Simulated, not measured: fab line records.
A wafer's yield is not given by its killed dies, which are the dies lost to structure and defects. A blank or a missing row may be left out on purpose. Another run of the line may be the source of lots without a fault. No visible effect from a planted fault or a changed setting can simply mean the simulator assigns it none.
Which of the tools did it? | flow sky130 | Sampling: 14 lots, 42 wafers, 5 of 708 route steps

== WHAT THE GAUGES SHOWED, per wafer ==
SKY_SONOS_ONO_THK_MEAS_03. Usual: for SONOS_ONO_CVD_02_THK the level is 10.51 nm and the standard deviation is 0.11.
lot  | measured     | on            | SONOS_ONO_CVD_02_THK (nm) | flag
L794 | day 11 16:03 | film metro-04 | 10.41 10.37 10.34         |
L795 | day 12 08:05 | film metro-03 | 10.67 10.62 10.54         |
L796 | day 12 08:04 | film metro-04 | 10.57 10.53 10.36         |
L797 | day 12 16:53 | film metro-03 | 10.65 10.64 10.56         |
L799 | day 13 06:50 | film metro-01 | 10.52 10.50 10.49         |
L800 | day 13 12:46 | film metro-03 | 10.62 10.56 10.55         |
L802 | day 14 05:12 | film metro-01 | 10.52 10.53 10.59         |
L804 | day 14 18:55 | film metro-03 | 10.55 10.64 10.58         |
L805 | day 15 05:40 | film metro-01 | 15.80 15.82 15.88         | OFF
L806 | day 15 19:58 | film metro-01 | 15.72 15.75 15.79         | OFF
L814 | day 18 07:28 | film metro-01 | 10.47 10.50 10.35         |
L815 | day 18 17:15 | film metro-01 | 10.62 10.54 10.61         |
L816 | day 18 23:10 | film metro-04 | 10.40 10.42 10.20         |
L817 | day 19 06:58 | film metro-03 | 10.50 10.56 10.59         |

SKY_VIA2_CD_MEAS_12: target cd 200 nm. Usual: 199.8 nm for cd nm, sd 1.4.
lot  | measured     | on        | cd nm (nm)        | flag
L794 | day 36 07:26 | cd sem-02 | 198.0 198.6 196.8 |
L795 | day 37 00:17 | cd sem-02 | 199.2 200.8 200.5 |
L796 | day 37 03:28 | cd sem-01 | 199.5 200.6 199.3 |
L797 | day 37 09:20 | cd sem-02 | 200.0 198.9 199.2 |
L799 | day 38 01:43 | cd sem-01 | 201.6 202.1 203.1 |
L800 | day 38 08:55 | cd sem-01 | 199.3 200.6 201.3 |
L802 | day 38 18:59 | cd sem-01 | 196.7 198.5 198.6 |
L804 | day 39 10:49 | cd sem-01 | 198.3 198.6 198.8 |
L805 | day 39 18:05 | cd sem-01 | 201.4 199.1 200.0 |
L806 | day 40 10:04 | cd sem-01 | 199.4 200.1 200.3 |
L814 | day 42 12:53 | cd sem-02 | 199.8 200.7 197.7 |
L815 | day 42 15:40 | cd sem-01 | 199.0 199.3 198.3 |
L816 | day 42 21:49 | cd sem-02 | 198.1 198.4 198.0 |
L817 | day 43 02:06 | cd sem-01 | 199.6 200.5 200.8 |

SKY_METAL3_OVL_MEAS_14. Usual: for METAL3_OVL the level is -1 nm and the standard deviation is 5.3.
lot  | measured     | on         | METAL3_OVL (nm) | flag
L794 | day 38 14:13 | overlay-01 | -3 -5 -2        |
L795 | day 39 05:44 | overlay-02 | 8 7 9           |
L796 | day 39 09:17 | overlay-01 | -13 -4 -1       |
L797 | day 39 14:53 | overlay-01 | 6 -4 -1         |
L799 | day 40 05:50 | overlay-01 | 2 0 -9          |
L800 | day 40 12:29 | overlay-01 | -5 -3 -1        |
L802 | day 40 21:47 | overlay-01 | 3 -7 -3         |
L804 | day 41 14:52 | overlay-02 | 6 -4 2          |
L805 | day 41 22:34 | overlay-01 | 2 -1 -5         |
L806 | day 42 12:10 | overlay-02 | -9 -3 -8        |
L814 | day 44 13:25 | overlay-01 | -3 -2 3         |
L815 | day 44 15:29 | overlay-01 | 2 -3 -3         |
L816 | day 44 21:26 | overlay-02 | -4 7 -1         |
L817 | day 45 01:44 | overlay-01 | -4 0 -5         |

SKY_PASSIVATION_THK_MEAS_01. Usual: for PASSIVATION_CVD_00_THK the level is 89.5 nm and the standard deviation is 1.2.
lot  | measured     | on            | PASSIVATION_CVD_00_THK (nm) | flag
L794 | day 43 21:48 | film metro-02 | 88.7 91.4 91.4              |
L795 | day 44 12:41 | film metro-02 | 88.3 90.4 90.6              |
L796 | day 44 14:22 | film metro-04 | 89.9 90.8 90.8              |
L797 | day 44 21:01 | film metro-02 | 90.0 92.2 92.1              |
L799 | day 45 09:35 | film metro-02 | 87.0 86.8 89.8              |
L800 | day 45 15:26 | film metro-02 | 88.4 89.5 91.4              |
L802 | day 45 23:29 | film metro-02 | 88.3 89.3 89.0              |
L804 | day 46 14:51 | film metro-01 | 88.8 90.2 91.4              |
L805 | day 46 21:38 | film metro-01 | 87.8 86.7 89.3              |
L806 | day 47 07:39 | film metro-02 | 87.6 90.6 89.4              |
L814 | day 49 01:56 | film metro-04 | 88.6 89.9 91.4              |
L815 | day 49 04:18 | film metro-02 | 89.8 91.2 89.2              |
L816 | day 49 08:48 | film metro-01 | 88.8 86.3 90.1              |
L817 | day 49 12:06 | film metro-04 | 88.2 89.0 90.0              |

== TOOL THAT RAN EACH LOT (tool first, then ch and the chambers of the sampled wafers, then the start) ==
lot  | SKY_SONOS_ONO_CVD_02
L794 | lpcvd-02 ch 1, day 11 14:59
L795 | lpcvd-02 ch 0, day 12 07:01
L796 | lpcvd-02 ch 1, day 12 07:01
L797 | lpcvd-02 ch 1, day 12 15:50
L799 | lpcvd-02 ch 0, day 13 05:47
L800 | lpcvd-02 ch 1, day 13 11:43
L802 | lpcvd-02 ch 0, day 14 04:09
L804 | lpcvd-02 ch 1, day 14 17:50
L805 | lpcvd-02 ch 1, day 15 04:37
L806 | lpcvd-02 ch 1, day 15 18:22
L814 | lpcvd-02 ch 0, day 18 06:25
L815 | lpcvd-02 ch 1, day 18 16:12
L816 | lpcvd-02 ch 1, day 18 22:07
L817 | lpcvd-02 ch 1, day 19 05:22
- SKY_SONOS_ONO_CVD_02: deposits Si3N4 from DCS/NH3, target thk 10.5 nm, time 180 s.

== AS READ BY THE TOOLS THEMSELVES (means over the sampled wafers that have a number; for cases with no such wafer, the mark the record gives instead) ==
The record holds no such reading with a usual standard deviation.

== THE ANSWER, worked out from the rows above alone ==
Rule: a lot is off if the mean of its wafers that have a number lies more than 3 standard deviations from the usual mean. Also off: a lot with no number at a reading for which 4 or more lots have one. All remaining lots with rows at the step are treated as sound. First the gauges in route order, then the tools' own readings, where a lot's mean is used as printed above. At the first step where some lot is off, the reading lying furthest off is the one used; lots without a number count as furthest.
Off: L805, L806, seen at SKY_SONOS_ONO_THK_MEAS_03 (SONOS_ONO_CVD_02_THK).
A tool fits if, at a process step before that reading, it ran every lot that is off, and no sound lot after the first of them. Gauges at SKY_SONOS_ONO_THK_MEAS_03: tried the same way as those tools. None of those tried fits.

== WHAT THE SIMULATOR HAD INSERTED ==
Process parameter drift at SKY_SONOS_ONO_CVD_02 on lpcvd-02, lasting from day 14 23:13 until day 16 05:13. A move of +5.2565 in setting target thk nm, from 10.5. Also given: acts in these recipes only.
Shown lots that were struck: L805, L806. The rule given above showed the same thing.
